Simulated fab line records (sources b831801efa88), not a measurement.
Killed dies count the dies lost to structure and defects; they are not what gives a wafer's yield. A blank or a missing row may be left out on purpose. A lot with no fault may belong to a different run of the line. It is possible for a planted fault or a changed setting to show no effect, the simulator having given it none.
A struck lot beside a sound one / flow sky130 / 17 out of 708 route steps
Sound: wafers L613.4, L613.5, L613.6. Wafers struck: L604.3, L604.5, L604.6. At the end, the cause is stated.
Order at every step that has rows: each side's tool, ch and its chambers, its first start. Under that, the readings that differ: sound wafers / struck wafers / difference of the means / sigmas: that difference in standard deviations of wafers without a fault.
alike: readings with means less than 2 such deviations apart, plus words and numbers identical on both sides. not compared: withheld readings, readings lacking a value on some wafer, bounds such as >300 that could conceal the same value, and numbers that have no deviation in the record and whose values overlap.
The two part at a step that has a row with sigmas, a row that says differs or no value, or rows on one side only. When numbers do not overlap yet have no deviation, they are printed without sigmas and do not part them. Lack of a reading on every wafer of one side parts them only where that side has two or more wafers.

SKY_LI_CONTACT_CMP_02: polishes PSG.
  sound on cmp-01 ch 1,2,3, day 34 14:22; struck on cmp-01 ch 0,2,3, day 31 17:40
  alike: edge-zone-pressure-frac, motor-current-A, platen-rpm, time-to-endpoint-s
SKY_LI_CONTACT_BOW_MEAS_03:
  struck on film-metro-01, day 31 17:55; sound on film-metro-02, day 34 14:34
  alike: LI_CONTACT_BOW
then, 8 steps without rows for these wafers: SKY_LI_CONTACT_DEHYDRATE_04 (time 60 s); SKY_LI_CONTACT_HMDS_05 (prime time 60 s); SKY_LI_CONTACT_COAT_06 (resist thk 60 nm); SKY_LI_CONTACT_COAT_07 (resist thk 450 nm); SKY_LI_CONTACT_SOFTBAKE_08 (time 90 s); SKY_LI_CONTACT_EXPOSE_09 (exposes mask LICM1, target cd 170 nm); SKY_LI_CONTACT_PEB_10; SKY_LI_CONTACT_DEVELOP_11 (develop time 60 s).
SKY_LI_CONTACT_CD_MEAS_12: the cd target is 170 nm.
  struck on cd-sem-02, day 32 20:52; sound on cd-sem-02, day 35 17:41
  alike: cd-nm
SKY_LI_CONTACT_OVL_MEAS_13:
  struck on overlay-01, day 32 20:58; sound on overlay-02, day 35 17:46
  alike: LI_CONTACT_OVL
SKY_LI_CONTACT_ETCH_14: etches BARC in N2/H2, stops on SiO2, time 45.9 s, target depth 60 nm.
  sound on rie-diel-02 ch 0,2,3, day 35 17:47; struck on rie-diel-02 ch 0,1,3, day 32 20:59
  no value came back on the struck wafers for any of 6 readings (bias-w (W), chamber-pressure-mTorr (mTorr) and others); on the sound wafers bias-w (W) reads 100.17 100.23 99.55
reading=model.KrF-thick_of_LI_CONTACT_COAT_07.thk-nm (nm); sound=392.3 394.5 392.7; struck=438.6 436.4 438.1; difference=+44.5; sigmas=
  not compared: rf-hours-counter-h
SKY_LI_CONTACT_ETCH_15: etches PSG in C4F8/O2/Ar, stops on Si, target depth 600 nm.
  sound on rie-diel-02 ch 0,2,3, day 35 17:49; struck on rie-diel-02 ch 0,1,3, day 32 21:02
reading=oes-product-au (a.u.); sound=0.830 0.839 0.839; struck=0.382 0.380 0.376; difference=-0.457; sigmas=-97
reading=model.KrF-thick_of_LI_CONTACT_COAT_07.thk-nm (nm); sound=229.4 235 229.6; struck=282.1 278.8 282.5; difference=+49.8; sigmas=
  alike: bias-w, chamber-pressure-mTorr
SKY_LI_CONTACT_STRIP_16: strips in O2/N2.
  sound on plasma-asher-04 ch 0,1, day 35 17:56; struck on plasma-asher-04 ch 0,1, day 32 21:09
reading=oes-product-au (a.u.); sound=0.377 0.370 0.376; struck=0.401 0.396 0.402; difference=+0.025; sigmas=+5
reading=strip-time-to-endpoint-s (s); sound=3.48 3.53 3.46; struck=4.04 3.99 4.03; difference=+0.53; sigmas=+13
  alike: drypump-motor-current-A, n2-flow-sccm, o2-flow-sccm
  not compared: rf-hours-counter-h
then, 1 step without rows for these wafers: SKY_LI_CONTACT_CLEAN_17 (cleans in NMP, time 600 s).
-- here the record skips 16 days between the struck wafers' starts before and after, leaving off in module LI_CONTACT and picking up in module PAD_OPEN (first step shown: number 708 of the route) --
SKY_PAD_OPEN_PROBE_99:
  rows exist in the record for the struck wafers here (prober-01, day 48 11:33), but not for the sound ones

== WHERE THEY PART ==
At SKY_LI_CONTACT_ETCH_14 first; at SKY_PAD_OPEN_PROBE_99 last (within this record only).

WHY: whatever the simulator had introduced
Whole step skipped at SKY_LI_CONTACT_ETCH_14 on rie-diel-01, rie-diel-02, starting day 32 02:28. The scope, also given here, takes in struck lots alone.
